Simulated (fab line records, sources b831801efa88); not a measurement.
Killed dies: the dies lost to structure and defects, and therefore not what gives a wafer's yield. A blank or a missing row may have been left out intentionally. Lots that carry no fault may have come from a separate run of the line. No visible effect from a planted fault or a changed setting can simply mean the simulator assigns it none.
8D (eight disciplines) problem report, filled in by code ; flow gf180mcu ; the parts of the form that need people (team, actions taken, sign-off) are left out

1. WHAT WENT WRONG
Mean V2_CVD_02_THK at GF_V2_THK_MEAS_03: 1301 nm over 2 wafers in 2 lots; fault-free wafers: 846 nm, standard deviation 11. Measured from the usual mean, that is +41 standard deviations.
First seen on wafer L930.4, day 25 21:39, on filmMetro-03. Wafers with a number at this step in the record: 36, from 12 lots. By rule, "out" or "out of limits" means more than 4 standard deviations away from the usual mean. Any other wafer with a number is counted as sound.

2. WHAT THIS IS AND IS NOT
question;is;is not
which readings at this step;V2_CVD_02_THK;-
which lots;L930, L933;L913, L914, L915, L916, L918, L920, L921, L922, L923, L924
which wafers of those lots;L930.4, L933.3;L930.1, L930.6, L933.2, L933.5
read on which gauges;filmMetro-02, filmMetro-03;filmMetro-04
when;from day 25 21:39;"up to then (32 sound wafers); but 2 sound wafers of L933 came after"

3. SUSPECTS, AND WHAT RULES EACH OUT
Counting: a tool at a process step up to the reading stays a suspect if it ran every lot that is out. Sound lots after the first of them don't rule it out here, since some wafers of a struck lot are sound.
- ruled out: the gauge at GF_V2_THK_MEAS_03. The wafers that are out were read on 2 gauges (filmMetro-02, filmMetro-03).
- plasmaAsher-03 at GF_V1_STRIP_18 (strips in O2/N2): kept. Ran every lot that is out, first one L930 (day 24 22:13); last sound lot up to then L920 (day 21 15:34).
- pecvd-04 at GF_V2_CVD_02 (deposits SiO2 from TEOS, target thk 850 nm, time 94.851 s): kept. Ran every lot that is out, first one L930 (day 25 21:35); last sound lot up to then L923 (day 24 10:52).
- In pecvd-04 at GF_V2_CVD_02, the wafers that are out were processed in chamber 0 and their sound lot-mates in chambers 1, 2.
What counting leaves: plasmaAsher-03 at GF_V1_STRIP_18 and pecvd-04 at GF_V2_CVD_02.

4. THE CAUSE (what the simulator had put in)
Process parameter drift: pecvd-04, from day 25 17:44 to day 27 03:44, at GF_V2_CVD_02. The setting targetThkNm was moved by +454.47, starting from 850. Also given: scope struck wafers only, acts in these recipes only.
This tool is one of the 2 suspects left after counting.

5. THE CHAIN OF EFFECTS, in route order
Rows list readings where the struck wafers' mean (over those with a number) sits beyond 3 standard deviations from the usual. Scope: only readings with a usual standard deviation given in the record; hours: median across lots of the time from each lot's start at the first step in this table that gives one to its start at this step; sigmas: change in usual standard deviations.
hours;step;reading;usual;on struck wafers;change;sigmas
0;GF_V2_THK_MEAS_03;V2_CVD_02_THK;846 nm;1301;+455;+41
0;GF_V2_CMP_04;timeToEndpointS;77 s;242;+166;+28
Process steps it contains:
- GF_V2_CMP_04: polishes SiO2.

6. WHAT WOULD HAVE CAUGHT IT SOONER
Counted from the fault's start at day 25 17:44, it took 4 hours until the first out-of-limits reading at a measuring or inspecting step in this record, taken at day 25 21:39.
Of the tool readings at GF_V2_CVD_02 for which the record gives a usual standard deviation, none was out on any struck wafer, so an alarm limit of 4 standard deviations on them would not have fired.
Among the 2 lots that are out, L933 began GF_V2_CVD_02 on pecvd-04 after day 25 21:39. Holding the tool at that time would have saved it.
